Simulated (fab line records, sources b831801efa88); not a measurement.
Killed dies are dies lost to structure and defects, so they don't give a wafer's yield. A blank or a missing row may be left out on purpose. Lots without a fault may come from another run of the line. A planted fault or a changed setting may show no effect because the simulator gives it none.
Which tool did it? | flow sky130 | 12 lots, 36 wafers sampled, at 5 steps of a route of 708

WHAT THE GAUGES READ, wafer by wafer
The record holds no reading of a measuring or inspecting step that can be judged against a usual standard deviation.

WHICH TOOL RAN EACH LOT (tool, then ch and the chambers of the sampled wafers, then the start)
lot  | SKY_LDD_LDN_STRIP_12                 | SKY_POLY_CUT_STRIP_12                | SKY_SD_N_STRIP_11                    | SKY_LI_CONTACT_ETCH_15             | SKY_PAD_OPEN_PROBE_99
L690 | plasma_asher-04 ch 0,1, day 24 00:38 | plasma_asher-01 ch 0,1, day 25 09:15 | plasma_asher-03 ch 0,1, day 29 02:57 | rie_diel-01 ch 1,2,3, day 30 09:13 | -
L694 | plasma_asher-04 ch 0,1, day 25 10:38 | plasma_asher-01 ch 0,1, day 26 18:08 | plasma_asher-02 ch 0,1, day 30 10:36 | rie_diel-04 ch 0,1, day 31 17:05   | -
L696 | plasma_asher-04 ch 1, day 25 21:41   | plasma_asher-04 ch 0,1, day 27 04:47 | plasma_asher-02 ch 0,1, day 30 20:09 | rie_diel-03 ch 2,3, day 32 02:10   | -
L699 | plasma_asher-04 ch 0,1, day 27 01:51 | plasma_asher-03 ch 0,1, day 28 08:48 | plasma_asher-02 ch 0,1, day 31 23:49 | rie_diel-03 ch 1,2,3, day 33 04:52 | prober-02, day 49 04:26
L700 | plasma_asher-04 ch 0,1, day 27 07:51 | plasma_asher-04 ch 0,1, day 28 15:09 | plasma_asher-02 ch 0,1, day 32 05:45 | rie_diel-03 ch 1,2,3, day 33 11:22 | -
L705 | plasma_asher-02 ch 0,1, day 29 06:03 | plasma_asher-03 ch 0,1, day 30 12:33 | plasma_asher-02 ch 0,1, day 34 02:16 | rie_diel-01 ch 1,2,3, day 35 06:47 | -
L706 | plasma_asher-03 ch 0,1, day 29 08:13 | plasma_asher-03 ch 0,1, day 30 15:29 | plasma_asher-04 ch 0,1, day 34 05:17 | rie_diel-04 ch 1,2,3, day 35 10:20 | -
L707 | plasma_asher-03 ch 0,1, day 29 17:15 | plasma_asher-03 ch 0,1, day 30 22:48 | plasma_asher-02 ch 0,1, day 34 12:34 | rie_diel-01 ch 1,2,3, day 35 17:19 | prober-02, day 50 22:10
L710 | plasma_asher-03 ch 0,1, day 30 13:17 | plasma_asher-04 ch 0,1, day 31 21:56 | plasma_asher-03 ch 0,1, day 35 09:09 | rie_diel-01 ch 1,2,3, day 36 13:28 | -
L711 | plasma_asher-04 ch 0,1, day 31 03:32 | plasma_asher-04 ch 0,1, day 32 11:35 | plasma_asher-04 ch 0, day 35 23:10   | rie_diel-01 ch 0,1, day 37 03:22   | -
L712 | plasma_asher-03 ch 0,1, day 31 06:53 | plasma_asher-03 ch 0, day 32 13:30   | plasma_asher-03 ch 0,1, day 35 23:49 | rie_diel-03 ch 0,1,3, day 37 04:08 | prober-01, day 51 20:13
L713 | plasma_asher-02 ch 0,1, day 31 16:45 | plasma_asher-01 ch 0,1, day 32 23:20 | plasma_asher-03 ch 0,1, day 36 10:33 | rie_diel-03 ch 0,1, day 37 14:37   | -
- SKY_LDD_LDN_STRIP_12: strips in O2/N2.
- SKY_POLY_CUT_STRIP_12: strips in O2/N2.
- SKY_SD_N_STRIP_11: strips in O2/N2.
- SKY_LI_CONTACT_ETCH_15: etches PSG in C4F8/O2/Ar, stops on Si, target depth 600 nm.
- SKY_PAD_OPEN_PROBE_99

WHAT THE TOOLS THEMSELVES READ (means of the sampled wafers that have a number; where no wafer has one, the mark that the record gives instead)
SKY_LDD_LDN_STRIP_12. Usual: drypump_motor_current_A 5.76 A, standard deviation 0.27; o2_flow_sccm 3000 sccm, standard deviation 8.3; oes_product_au 0.716 a.u., standard deviation 0.0046; strip_time_to_endpoint_s 14.17 s, standard deviation 0.036.
lot  | tool            | drypump_motor_current_A (A) | o2_flow_sccm (sccm) | oes_product_au (a.u.) | strip_time_to_endpoint_s (s) | flag
L690 | plasma_asher-04 | 5.84                        | 2997                | 0.714                 | 14.18                        |
L694 | plasma_asher-04 | 5.88                        | 3002                | 0.718                 | 14.19                        |
L696 | plasma_asher-04 | 5.78                        | 2993                | 0.718                 | 14.14                        |
L699 | plasma_asher-04 | 5.86                        | 2994                | 0.719                 | 14.15                        |
L700 | plasma_asher-04 | 5.93                        | 3002                | 0.713                 | 14.19                        |
L705 | plasma_asher-02 | 5.82                        | 3002                | 0.713                 | 14.20                        |
L706 | plasma_asher-03 | 5.62                        | 2998                | 0.714                 | 14.17                        |
L707 | plasma_asher-03 | 5.40                        | 3006                | 0.718                 | 14.16                        |
L710 | plasma_asher-03 | 5.44                        | 2986                | 0.716                 | 14.14                        |
L711 | plasma_asher-04 | 5.86                        | 3001                | 0.717                 | 14.18                        |
L712 | plasma_asher-03 | 5.39                        | 2997                | 0.718                 | 14.19                        |
L713 | plasma_asher-02 | 5.89                        | 2999                | 0.715                 | 14.13                        |

SKY_POLY_CUT_STRIP_12. Usual: drypump_motor_current_A 5.71 A, standard deviation 0.24; o2_flow_sccm 2998 sccm, standard deviation 8.9; oes_product_au 0.453 a.u., standard deviation 0.0042; strip_time_to_endpoint_s 5.357 s, standard deviation 0.014.
lot  | tool            | drypump_motor_current_A (A) | o2_flow_sccm (sccm) | oes_product_au (a.u.) | strip_time_to_endpoint_s (s) | flag
L690 | plasma_asher-01 | 5.68                        | 3006                | 0.448                 | 5.365                        |
L694 | plasma_asher-01 | 5.68                        | 3000                | 0.455                 | 5.358                        |
L696 | plasma_asher-04 | 5.94                        | 2998                | 0.454                 | 5.361                        |
L699 | plasma_asher-03 | 5.60                        | 2994                | 0.453                 | 5.363                        |
L700 | plasma_asher-04 | 5.95                        | 2994                | 0.451                 | 5.371                        |
L705 | plasma_asher-03 | 5.62                        | 2991                | 0.453                 | 5.344                        |
L706 | plasma_asher-03 | 5.41                        | 2989                | 0.458                 | 5.343                        |
L707 | plasma_asher-03 | 5.60                        | 2999                | 0.453                 | 5.362                        |
L710 | plasma_asher-04 | 5.86                        | 3008                | 0.454                 | 5.372                        |
L711 | plasma_asher-04 | 5.94                        | 2988                | 0.454                 | 5.357                        |
L712 | plasma_asher-03 | 5.84                        | 3009                | 0.458                 | 5.372                        |
L713 | plasma_asher-01 | 5.63                        | 2997                | 0.453                 | 5.357                        |

SKY_SD_N_STRIP_11. Usual: drypump_motor_current_A 5.74 A, standard deviation 0.28; o2_flow_sccm 3000 sccm, standard deviation 8.3; oes_product_au 0.531 a.u., standard deviation 0.0045; strip_time_to_endpoint_s 22.29 s, standard deviation 0.041.
lot  | tool            | drypump_motor_current_A (A) | o2_flow_sccm (sccm) | oes_product_au (a.u.) | strip_time_to_endpoint_s (s) | flag
L690 | plasma_asher-03 | 5.41                        | 3002                | 0.531                 | 22.30                        |
L694 | plasma_asher-02 | 5.81                        | 2995                | 0.529                 | 22.28                        |
L696 | plasma_asher-02 | 5.82                        | 2998                | 0.528                 | 22.28                        |
L699 | plasma_asher-02 | 5.79                        | 3003                | 0.529                 | 22.33                        |
L700 | plasma_asher-02 | 5.88                        | 3010                | 0.533                 | 22.34                        |
L705 | plasma_asher-02 | 5.88                        | 3395                | 0.533                 | 22.09                        | OFF
L706 | plasma_asher-04 | 5.94                        | 3000                | 0.535                 | 22.29                        |
L707 | plasma_asher-02 | 5.80                        | 3202                | 0.535                 | 22.28                        | OFF
L710 | plasma_asher-03 | 5.42                        | 3000                | 0.526                 | 22.30                        |
L711 | plasma_asher-04 | 6.04                        | 2993                | 0.528                 | 22.34                        |
L712 | plasma_asher-03 | 5.62                        | 2997                | 0.533                 | 22.31                        |
L713 | plasma_asher-03 | 5.41                        | 3001                | 0.533                 | 22.25                        |

SKY_LI_CONTACT_ETCH_15. Usual: oes_product_au 0.837 a.u., standard deviation 0.0046.
lot  | tool        | oes_product_au (a.u.) | flag
L690 | rie_diel-01 | 0.834                 |
L694 | rie_diel-04 | 0.836                 |
L696 | rie_diel-03 | 0.833                 |
L699 | rie_diel-03 | 0.838                 |
L700 | rie_diel-03 | 0.838                 |
L705 | rie_diel-01 | 0.836                 |
L706 | rie_diel-04 | 0.835                 |
L707 | rie_diel-01 | 0.831                 |
L710 | rie_diel-01 | 0.835                 |
L711 | rie_diel-01 | 0.836                 |
L712 | rie_diel-03 | 0.840                 |
L713 | rie_diel-03 | 0.838                 |

SKY_PAD_OPEN_PROBE_99. Usual: killed_at_M0_to_M3 43, standard deviation 6.8; killed_at_M4_up 3.3, standard deviation 1.9; killed_at_contacts 24, standard deviation 5.3; killed_at_front_end 14, standard deviation 4.3; killed_at_other 0.3, standard deviation 0.62; killed_dies 85, standard deviation 9.8; killed_open 46, standard deviation 8; killed_short 39, standard deviation 5.9.
lot  | tool      | killed_at_M0_to_M3 | killed_at_M4_up | killed_at_contacts | killed_at_front_end | killed_at_other | killed_dies | killed_open | killed_short | flag
L699 | prober-02 | 44                 | 1.0             | 28                 | 20                  | 0.3             | 94          | 48          | 46           |
L707 | prober-02 | 41                 | 3.3             | 23                 | 10                  | 0.0             | 77          | 40          | 37           |
L712 | prober-01 | 40                 | 3.0             | 24                 | 16                  | 0.3             | 83          | 43          | 41           |

THE ANSWER, worked out from the rows above alone
Rule: a lot is off if the mean of its wafers that have a number lies more than 3 standard deviations from the usual mean. A lot without any number at a reading at which 4 lots or more have one is off too. The other lots that the step has rows for count as sound. The gauges are gone through in route order, then the tools' own readings, and for those a lot's mean is taken as printed above. The first step at which some lot is off is used, and at that step the reading that is off furthest; a lot without a number counts as furthest.
Off: L705, L707, at SKY_SD_N_STRIP_11 (o2_flow_sccm).
A tool fits if, at that step or a process step before it, it ran every lot that is off, and no sound lot after the first of them. One fits: plasma_asher-02 at SKY_SD_N_STRIP_11. Its last sound lot is L700 (day 32 05:45), its first lot that is off L705 (day 34 02:16): a fault that began between those two fits.
The tool's own readings at SKY_SD_N_STRIP_11 bear it out: on the lots that are off they differ by more than 5 times the standard deviation of the sound lots' means. o2_flow_sccm reads 3298 sccm there against 3000 sccm on the sound lots.

WHAT THE SIMULATOR HAD PUT IN
Process parameter drift: plasma_asher-02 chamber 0, from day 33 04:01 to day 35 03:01, at SKY_SD_N_STRIP_11. Setting o2_flow_sccm, moved by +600, from 3000. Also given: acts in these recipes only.
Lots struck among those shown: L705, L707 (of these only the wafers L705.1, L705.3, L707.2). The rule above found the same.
